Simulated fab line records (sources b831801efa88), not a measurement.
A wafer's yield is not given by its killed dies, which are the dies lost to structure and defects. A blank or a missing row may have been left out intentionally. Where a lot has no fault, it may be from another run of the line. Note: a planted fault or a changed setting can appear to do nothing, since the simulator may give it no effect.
Chamber matching	flow sfqLine	pecvd-03 running SFQ_TRILAYER_A5C_DEP_PECVD_142: 3 sister chambers
The step deposits SiO2 from SiH4/N2O, time 15.556 s, target thk 70 nm. 6 wafers are shown with their chamber, then 7 later ones without.

WAFERS WITH THEIR CHAMBER
wafer	chamber	throttleValvePct (%)	heaterPowerW (W)
L115.6	1	24.6	74
L118.6	1	24.7	77
L119.3	0	23.6	95
L119.6	0	23.6	97
L121.2	2	22.7	119
L121.4	2	22.5	120

WAFERS WITHOUT THEIR CHAMBER
wafer	throttleValvePct (%)	heaterPowerW (W)
L121.6	23.7	90
L124.3	22.8	122
L124.4	23.6	82
L124.6	23.8	83
L135.1	22.9	119
L135.3	24.9	66
L135.6	22.9	119

EACH ONE'S CHAMBER
wafer	from the rows above	in truth
L121.6	0	0
L124.3	2	2
L124.4	0	0
L124.6	can't be placed: 0 or 1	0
L135.1	2	2
L135.3	1	1
L135.6	2	2
Correctly placed: 6 of 7. These rows do not allow placing 1 (true chamber among the candidates in 1). Number placed wrongly: 0.
How it was worked out, from the rows above alone: a wafer's distance from a chamber is the root of the sum, over the readings, of the square of ((its reading less the chamber's mean) divided by the reading's scatter). The wafer belongs to the nearest chamber; if the next one is less than 2 further off, it can't be placed. For every chamber, the mean is computed from those of its wafers that are shown. The scatter: the root of (the sum of the squares of (reading less its chamber's mean) over the shown wafers, divided by (wafers less chambers)).
